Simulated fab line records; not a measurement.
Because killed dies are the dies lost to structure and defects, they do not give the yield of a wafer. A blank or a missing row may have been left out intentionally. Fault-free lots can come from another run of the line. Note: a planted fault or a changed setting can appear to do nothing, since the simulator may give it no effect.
Struck lot and sound lot, side by side | flow sky130 | 28 out of 708 route steps
Sound: the wafers L521.2, L521.3, L521.5. Struck: wafer L515.3 (left out: L515.1, L515.6 of the same lot, which were not struck); the cause appears at the end.
At each step with rows: each side's tool, then ch and its chambers, then its first start. Under that, the readings that differ: sound wafers | struck wafers | difference of the means | sigmas: that difference in standard deviations of wafers without a fault.
alike: a reading whose means differ by less than 2 such deviations, as well as words and numbers matching on both sides. not compared: withheld readings; readings where some wafer has no value; bounds like >300 that might hide an equal value; numbers whose values overlap and for which the record gives no deviation.
Wherever a step has rows on one side only, a row that says differs or no value, or a row with sigmas, the two part there. When numbers do not overlap yet have no deviation, they are printed without sigmas and do not part them. A reading that every wafer of one side lacks parts them only if that side has two wafers or more.

SKY_VIA4_ETCH_12: etches SiO2 in C4F8/O2/Ar, stops on TiN, target depth 580 nm.
  sound on rie diel-02 ch 1,3, day 48 00:52; struck on rie diel-03 ch 1, day 46 16:45
  alike: oes product au
SKY_VIA4_STRIP_13: strips in O2/N2.
  sound on plasma asher-03 ch 0,1, day 48 00:56; struck on plasma asher-03 ch 0, day 46 16:50
  reading                      | sound             | struck | difference | sigmas
  oes product au (a.u.)        | 0.716 0.716 0.714 | 0.701  | -0.014     | -3
  strip time to endpoint s (s) | 12.75 12.69 12.75 | 12.80  | +0.07      | +2
  alike: drypump motor current A
  not compared: rf hours counter h
then, 3 steps without rows for these wafers: SKY_VIA4_STRIP_14 (strips in post etch residue remover, time 1200 s); SKY_VIA4_CLEAN_15 (cleans in IPA, time 180 s); SKY_VIA4_CLEAN_16 (cleans in O3/DIW).
SKY_VIA4_SPUTTER_17: material TiN, target thk 20 nm, time 80 s.
  struck on pvd sputter-01, day 46 17:26; sound on pvd sputter-03, day 48 01:57
  alike: throttle valve pct
then, 1 step without rows for these wafers: SKY_VIA4_CVD_18 (deposits W, target thk 505 nm, time 152.14 s).
SKY_VIA4_RS_MEAS_19: measurement is done with a four-point probe.
  struck on film metro-01, day 46 17:38; sound on film metro-03, day 48 02:11
  reading            | sound             | struck | difference | sigmas
  VIA4_W_RS (ohm/sq) | 0.227 0.231 0.227 | 0.219  | -0.009     | -2
SKY_VIA4_THK_MEAS_20: measures by xrf.
  struck on film metro-01, day 46 17:46; sound on film metro-03, day 48 02:18
  reading         | sound       | struck | difference | sigmas
  VIA4_W_THK (nm) | 497 487 497 | 516    | +22        | +2
then, 1 step without rows for these wafers: SKY_VIA4_CMP_21 (polishes, stops on SiO2, t overpolish 25 s, target thk 0 nm).
SKY_METAL5_SPUTTER_00: material Ti, target thk 15 nm, time 10 s.
  struck on pvd sputter-04, day 46 18:07; sound on pvd sputter-01, day 48 02:39
  alike: throttle valve pct
then, 1 step without rows for these wafers: SKY_METAL5_SPUTTER_01 (material TiN, target thk 20 nm, time 16.7 s).
SKY_METAL5_SPUTTER_02: material AlCu, target thk 1150 nm, time 61.2 s.
  struck on pvd sputter-04, day 46 18:10; sound on pvd sputter-01, day 48 02:41
  reading                                     | sound          | struck | difference | sigmas
  model.AlCu_of_METAL5_SPUTTER_02.thk nm (nm) | 1143 1136 1145 | 1338   | +197       |
  alike: throttle valve pct
then, 2 steps without rows for these wafers: SKY_METAL5_SPUTTER_03 (material Ti, target thk 5 nm, time 3.3 s); SKY_METAL5_SPUTTER_04 (material TiN, target thk 70 nm, time 58.3 s).
SKY_METAL5_RS_MEAS_05: measurement is done with a four-point probe.
  struck on film metro-02, day 46 18:17; sound on film metro-02, day 48 02:50
  reading                 | sound                   | struck  | difference | sigmas
  METAL5_ALCU_RS (ohm/sq) | 0.02726 0.02733 0.02718 | 0.02316 | -0.00410   | -17
SKY_METAL5_THK_MEAS_06: measures by xrf.
  struck on film metro-02, day 46 18:25; sound on film metro-02, day 48 02:56
  reading              | sound          | struck | difference | sigmas
  METAL5_ALCU_THK (nm) | 1153 1145 1145 | 1333   | +185       | +17
then, 7 steps without rows for these wafers: SKY_METAL5_DEHYDRATE_07 (time 60 s); SKY_METAL5_HMDS_08 (prime time 60 s); SKY_METAL5_COAT_09 (resist thk 1800 nm); SKY_METAL5_SOFTBAKE_10 (time 60 s); SKY_METAL5_EXPOSE_11 (exposes mask MM5, target cd 1600 nm); SKY_METAL5_PEB_12; SKY_METAL5_DEVELOP_13 (develop time 60 s).
SKY_METAL5_DESCUM_14: chemistry O2, time 11 s.
  sound on rie metal-01 ch 0,1, day 48 21:02; struck on rie metal-02 ch 1, day 47 14:35
  alike: drypump motor current A, oes product au
  not compared: rf hours counter h
SKY_METAL5_METAL_ETCH_15: etches the open film in Cl2/BCl3, stops on SiO2, target depth 1260 nm, time 252 s.
  sound on rie metal-01 ch 0,1, day 48 21:04; struck on rie metal-02 ch 1, day 47 14:37
  reading               | sound             | struck | difference | sigmas
  oes product au (a.u.) | 0.887 0.892 0.890 | 0.963  | +0.073     | +13
  alike: bcl3 flow sccm, drypump motor current A, throttle valve pct
  not compared: rf hours counter h
then, 1 step without rows for these wafers: SKY_METAL5_STRIP_16 (strips in O2/N2).
SKY_PAD_OPEN_PROBE_99:
  struck on prober-01, day 49 07:38; sound on prober-01, day 50 11:48
  reading                               | sound                   | struck  | difference | sigmas
  model.etest.met5 comb.leak log10 a um | -11.84 -11.92 -11.94    | -11.55  | +0.35      |
  model.etest.met5.rs ohm sq            | 0.02713 0.02752 0.02722 | 0.02342 | -0.00387   |
  model.etest.met5.line ohm um          | 0.017 0.01729 0.01709   | 0.01469 | -0.00244   |
  alike: defect limited yield, killed_at_M0_to_M3, killed_at_M4_up, killed at contacts, killed at front end, killed at other, killed dies, killed open, killed short, sort_bin_3_pad_short, sort_bin_5_function, sort_bin_6_memory, sort n pass, sort yield pct

## WHERE THEY PART
First at SKY_VIA4_STRIP_13; last, within this record, at SKY_METAL5_METAL_ETCH_15. Later steps at which nothing parts them and some readings are alike: SKY_PAD_OPEN_PROBE_99.

WHY: the cause the simulator had injected
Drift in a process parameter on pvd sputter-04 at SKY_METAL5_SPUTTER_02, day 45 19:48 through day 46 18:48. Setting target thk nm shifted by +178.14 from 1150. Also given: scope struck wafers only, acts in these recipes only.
